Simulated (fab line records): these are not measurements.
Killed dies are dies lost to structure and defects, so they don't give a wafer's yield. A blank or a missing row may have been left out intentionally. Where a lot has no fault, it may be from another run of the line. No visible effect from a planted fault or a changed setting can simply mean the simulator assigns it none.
fab line records | flow sky130
record: lots: 11 wafers: 33 last_day: 50
route steps=708 shown FIELD_ISO@17 LDD_P@264 LOCAL_INTERCONNECT@402 CONTACT@409
lots that met no fault: taken from a fault-free run of the same line
start_h: hours from the record's first day to the start of the lot's first wafer shown | wait_h: hours elapsed since this lot's preceding step | " identical to the entry in the row above | L1.1+2: a row that stands for several wafers | - value missing, or start not given | * or withheld: withheld | < > ~ a bound
route shown NAME@n: names a module that has steps shown in the file, with the first one's number in the route | usual: mean and standard deviation over wafers with no fault | same: alike in all rows | chamber/n: place in a boat | sites: the reading at each site | _std_site: how widely they spread, as a standard deviation | _edge_site: inner sites' mean taken away from outer sites' mean | radius_mm: for every site, how far away it sits from the centre of the wafer | mask NAME#n: copy n | behind: tool/chamber where the wafer was last shaped | hold: reason for holding the lot/hours on hold/outcome of the hold | device: whichever transistor did not switch (one of n, p or np) | end of line: the tests these same wafers got at the end of their route | for a step that has no rows: nothing shown but its recipe | killed: count of dies lost to structure and defects at first sort (not the wafer's yield) | map: a wafer's dies, marking killed ones x, the rest . and places with no die _
set.NAME: the setting that was run; set.NAME@STEP: the one run at that earlier step | model.NAME: the simulator's own value behind a step, which no gauge read
one table for each step of the route and one row for each wafer, over a sample of lots
services: from which hour (start_h, from the record's first day; less than 0 if before it) a tool's chamber was out of use, for how many hours, and why
== steps ==
step: SKY_FIELD_ISO_STRIP_16
recipe: chemistry: O2/N2 power_w: 1400 pressure_mtorr: 1500 platen_temp_c: withheld o2_flow_sccm: 3000 n2_flow_sccm: 300 overash_fraction: 0.5
usual: drypump_motor_current_A: 5.6/0.34 o2_flow_sccm: 3002/9.2 oes_product_au: 0.379/0.0049 strip_time_to_endpoint_s: 3.58/0.048
columns lot.wafer tool chamber start_h wait_h drypump_motor_current_A o2_flow_sccm oes_product_au rf_hours_counter_h strip_time_to_endpoint_s
L729.3 plasma_asher-03 0 36.21 0.1 5.5 3001 0.383 - 3.61
L729.4 " 1 " " 5.6 3006 0.383 - 3.66
L729.6 " 1 " " 5.6 3009 0.381 - 3.54
L730.3 plasma_asher-04 0 39.29 0.1 5.6 3002 0.376 - 3.54
L730.4 " 1 " " 5.2 3015 0.385 - 3.60
L730.6 " 0 " " 5.6 3021 0.379 - 3.56
L738.1 plasma_asher-03 1 82.37 0.0 5.5 3001 0.383 40 3.58
L738.3 " 1 " " 5.6 3006 0.375 - 3.56
L738.5 " 1 " " 5.6 3008 0.381 - 3.60
L741.1 plasma_asher-01 1 96.50 0.0 5.9 2973 0.384 40 3.66
L741.2 " 0 " " 6.2 2992 0.371 40 3.43
L741.4 " 1 " " 5.9 2993 0.374 - 3.54
L742.1 plasma_asher-01 0 104.80 0.0 6.3 3002 0.384 41 3.56
L742.2 " 1 " " 5.9 3013 0.383 41 3.59
L742.6 " 1 " " 5.9 3010 0.378 - 3.57
L743.1 plasma_asher-04 0 106.40 0.0 5.5 3009 0.379 42 3.61
L743.4 " 0 " " 5.6 3001 0.381 - 3.58
L743.6 " 1 " " 5.2 3015 0.374 - 3.57
L744.3 plasma_asher-01 0 112.01 0.1 6.3 2987 0.379 - 3.59
L744.4 " 1 " " 5.9 3022 0.385 - 3.61
L744.6 " 0 " " 6.2 3007 0.379 - 3.61
L745.3 plasma_asher-04 1 117.46 0.1 5.2 2999 0.381 - 3.62
L745.4 " 0 " " 5.6 2997 0.381 - 3.63
L745.6 " 0 " " 5.6 2998 0.382 - 3.64
L746.1 plasma_asher-03 0 122.15 0.0 5.5 3007 0.379 0 3.53
L746.4 " 1 " " 5.6 2996 0.381 - 3.61
L746.6 " 1 " " 5.6 2986 0.388 - 3.55
L748.1 plasma_asher-04 0 133.67 0.0 5.6 3001 0.388 45 3.62
L748.4 " 0 " " 5.6 2998 0.373 - 3.60
L748.6 " 0 " " 5.6 2998 0.377 - 3.58
L751.2 plasma_asher-04 0 148.25 0.0 5.6 3016 0.373 46 3.56
L751.3 " 0 " " 5.6 3008 0.376 - 3.56
L751.5 " 0 " " 5.6 3018 0.384 - 3.61
step: SKY_LDD_P_IMPLANT_09
recipe: species: BF2 energy_kev: 25 dose_cm2: 1e+13 tilt_deg: withheld
usual: beam_energy_keV: 25.001/0.0076
columns lot.wafer tool chamber start_h wait_h beam_energy_keV
L729.3 implanter-01 0 457.31 0.1 27.056
L729.4 " 0 " " 27.046
L729.6 " 0 " " 27.060
L730.3 implanter-01 0 457.46 0.2 27.054
L730.4 " 0 " " 27.052
L730.6 " 0 " " 27.052
L738.1 implanter-04 0 527.51 0.0 24.993
L738.3 " 0 " " 24.987
L738.5 " 0 " " 24.995
L741.1 implanter-04 0 553.15 0.0 25.003
L741.2 " 0 " " 25.010
L741.4 " 0 " " 25.009
L742.1 implanter-01 0 566.95 0.0 24.997
L742.2 " 0 " " 25.005
L742.6 " 0 " " 25.020
L743.1 implanter-04 0 570.31 0.0 24.995
L743.4 " 0 " " 25.001
L743.6 " 0 " " 25.007
L744.3 implanter-02 0 575.18 0.1 24.993
L744.4 " 0 " " 24.994
L744.6 " 0 " " 24.988
L745.3 implanter-01 0 584.38 0.1 25.004
L745.4 " 0 " " 25.006
L745.6 " 0 " " 25.017
L746.1 implanter-01 0 587.45 0.0 25.006
L746.4 " 0 " " 25.015
L746.6 " 0 " " 24.998
L748.1 implanter-04 0 607.16 0.0 25.000
L748.4 " 0 " " 25.009
L748.6 " 0 " " 25.000
L751.2 implanter-02 0 631.07 0.0 25.007
L751.3 " 0 " " 24.987
L751.5 " 0 " " 25.005
step: SKY_LDD_P_TW_MEAS_11
usual: LDD_P_TW: 635/4
columns lot.wafer tool chamber start_h wait_h hold LDD_P_TW
L729.3 film_metro-03 - 457.53 0.1 await_dispo/0.2h/release 653
L729.4 " - " " await_dispo/0.2h/release 649
L729.6 " - " " await_dispo/0.2h/release 650
L729.3 film_metro-03 - 457.76 0.2 - 650
L729.4 " - " " - 652
L729.6 " - " " - 651
L730.3 film_metro-01 - 457.68 0.1 await_dispo/0.2h/release 651
L730.4 " - " " await_dispo/0.2h/release 651
L730.6 " - " " await_dispo/0.2h/release 656
L730.3 film_metro-01 - 457.98 0.3 - 651
L730.4 " - " " - 651
L730.6 " - " " - 653
L738.1 film_metro-02 - 527.76 0.1 - 635
L738.3 " - " " - 634
L738.5 " - " " - 631
L741.1 film_metro-02 - 553.40 0.1 - 626
L741.2 " - " " - 626
L741.4 " - " " - 629
L742.1 film_metro-01 - 567.20 0.1 - 635
L742.2 " - " " - 636
L742.6 " - " " - 631
L743.1 film_metro-02 - 570.56 0.1 - 632
L743.4 " - " " - 631
L743.6 " - " " - 629
L744.3 film_metro-01 - 575.40 0.1 - 634
L744.4 " - " " - 636
L744.6 " - " " - 635
L745.3 film_metro-02 - 584.60 0.1 - 630
L745.4 " - " " - 629
L745.6 " - " " - 626
L746.1 film_metro-03 - 587.70 0.1 - 637
L746.4 " - " " - 632
L746.6 " - " " - 637
L748.1 film_metro-02 - 607.41 0.1 - 634
L748.4 " - " " - 636
L748.6 " - " " - 634
L751.2 film_metro-02 - 631.31 0.1 - 627
L751.3 " - " " - 630
L751.5 " - " " - 628
step: SKY_LOCAL_INTERCONNECT_STRIP_15
recipe: chemistry: O2/N2 power_w: 1400 pressure_mtorr: 1500 platen_temp_c: withheld o2_flow_sccm: 3000 n2_flow_sccm: 300 overash_fraction: 0.5
usual: drypump_motor_current_A: 5.57/0.25 o2_flow_sccm: 2999/9.8 oes_product_au: 0.427/0.0046 strip_time_to_endpoint_s: 4.727/0.022
columns lot.wafer tool chamber start_h wait_h drypump_motor_current_A o2_flow_sccm oes_product_au rf_hours_counter_h strip_time_to_endpoint_s
L729.3 plasma_asher-04 0 726.58 0.1 5.57 3000 0.424 - 4.737
L729.4 " 1 " " 5.12 3016 0.424 - 4.747
L729.6 " 1 " " 5.15 3010 0.425 - 4.751
L730.3 plasma_asher-02 0 727.81 0.1 5.99 3003 0.429 - 4.736
L730.4 " 1 " " 5.75 2975 0.429 - 4.730
L730.6 " 0 " " 6.01 3006 0.418 - 4.725
L738.1 plasma_asher-03 0 793.07 0.0 5.49 2993 0.429 60 4.750
L738.3 " 1 " " 5.54 3020 0.433 - 4.720
L738.5 " 1 " " 5.56 2986 0.428 - 4.763
L741.1 plasma_asher-04 1 812.37 0.1 5.12 2993 0.430 7 4.719
L741.2 " 0 " " 5.53 2992 0.419 7 4.742
L741.4 " 0 " " 5.56 2984 0.425 - 4.724
L742.1 plasma_asher-02 0 823.62 0.0 5.99 3005 0.425 104 4.747
L742.2 " 1 " " 5.71 2998 0.425 104 4.731
L742.6 " 1 " " 5.72 2986 0.427 - 4.723
L743.1 plasma_asher-04 1 829.32 0.0 5.11 2987 0.430 8 4.725
L743.4 " 1 " " 5.13 3010 0.425 - 4.726
L743.6 " 1 " " 5.10 3001 0.426 - 4.725
L744.3 plasma_asher-02 1 833.46 0.1 5.71 2991 0.423 - 4.697
L744.4 " 0 " " 5.98 2986 0.421 - 4.700
L744.6 " 0 " " 6.00 2989 0.419 - 4.696
L745.3 plasma_asher-03 1 841.04 0.1 5.59 3003 0.428 - 4.695
L745.4 " 0 " " 5.51 2983 0.418 - 4.716
L745.6 " 1 " " 5.57 3011 0.423 - 4.703
L746.1 plasma_asher-03 1 843.80 0.0 5.55 3000 0.425 65 4.747
L746.4 " 0 " " 5.47 2998 0.432 - 4.735
L746.6 " 0 " " 5.51 3002 0.429 - 4.729
L748.1 plasma_asher-03 1 861.38 0.0 5.57 2972 0.428 67 4.748
L748.4 " 0 " " 5.46 2999 0.427 - 4.736
L748.6 " 1 " " 5.56 2997 0.427 - 4.727
L751.2 plasma_asher-03 0 884.73 0.1 5.50 3005 0.431 69 4.734
L751.3 " 1 " " 5.57 3003 0.430 - 4.726
L751.5 " 1 " " 5.56 3012 0.427 - 4.723
step: SKY_CONTACT_THK_MEAS_03
recipe: reads: SiO2_of_CONTACT_HDPCVD_02
usual: CONTACT_HDPCVD_THK: 563/7.5
columns lot.wafer tool chamber start_h wait_h CONTACT_HDPCVD_THK[nm]
L729.3 film_metro-01 - 727.32 0.1 556
L729.4 " - " " 564
L729.6 " - " " 550
L730.3 film_metro-04 - 728.89 0.1 559
L730.4 " - " " 563
L730.6 " - " " 543
L738.1 film_metro-01 - 793.83 0.0 570
L738.3 " - " " 558
L738.5 " - " " 569
L741.1 film_metro-03 - 813.14 0.1 549
L741.2 " - " " 559
L741.4 " - " " 561
L742.1 film_metro-03 - 824.41 0.0 571
L742.2 " - " " 565
L742.6 " - " " 572
L743.1 film_metro-01 - 830.08 0.0 573
L743.4 " - " " 569
L743.6 " - " " 575
L744.3 film_metro-01 - 834.20 0.1 571
L744.4 " - " " 566
L744.6 " - " " 562
L745.3 film_metro-03 - 841.78 0.1 545
L745.4 " - " " 544
L745.6 " - " " 555
L746.1 film_metro-03 - 844.55 0.0 563
L746.4 " - " " 555
L746.6 " - " " 561
L748.1 film_metro-03 - 862.13 0.0 566
L748.4 " - " " 564
L748.6 " - " " 568
L751.2 film_metro-01 - 885.49 0.0 567
L751.3 " - " " 559
L751.5 " - " " 571
== services ==
columns tool chamber start_h hours kind
plasma_asher-04 - 76.49 4.0 repair
plasma_asher-03 - 108.75 9.0 pm
implanter-01 - 153.36 3.4 pm
implanter-01 - 178.65 1.5 repair
plasma_asher-04 - 185.72 7.8 repair
plasma_asher-03 - 209.46 1.9 repair
plasma_asher-04 - 230.33 0.5 repair
plasma_asher-04 - 263.95 2.2 repair
plasma_asher-04 - 265.72 11.3 repair
plasma_asher-03 - 291.60 52.8 repair
plasma_asher-04 - 296.36 1.9 repair
plasma_asher-04 - 303.28 8.2 repair
implanter-01 - 319.02 2.4 repair
plasma_asher-03 - 450.99 2.9 repair
implanter-01 - 459.53 5.6 repair
plasma_asher-03 - 468.00 18.4 pm
implanter-01 - 537.30 3.3 repair
plasma_asher-03 - 624.84 1.1 repair
implanter-01 - 642.56 4.0 pm
plasma_asher-03 - 645.32 2.8 pm
implanter-01 - 649.61 5.9 repair
plasma_asher-04 - 733.75 9.0 pm
plasma_asher-03 - 751.83 6.1 repair
plasma_asher-04 - 799.18 5.8 repair
== key ==
first_sign: step: SKY_LDD_P_IMPLANT_09 reading: beam_energy_keV direction: up sigmas: 99+ usual: * struck: *
effect: step: SKY_LDD_P_TW_MEAS_11 reading: visit direction: added
met_at SKY_LDD_P_IMPLANT_09
struck_lots L729,L730
tester_left_out L729,L730
not_acting_at SKY_FIELD_ISO_STRIP_16,SKY_LOCAL_INTERCONNECT_STRIP_15,SKY_CONTACT_THK_MEAS_03
fault: kind: process_parameter_drift tool: implanter-01 chamber: - onset_h: 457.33 steps: SKY_LDD_P_IMPLANT_09 channel: energy_kev offset: * shape: step end_h: 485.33 acts_in: * stated: *
tester_left_out: of these lots the tester's yield and bins aren't shown, on N5 and GAA mostly nor the transistor test; their killed dies are dies lost to structure and defects alone, not to doping, threshold or leakage, so they don't give the yield
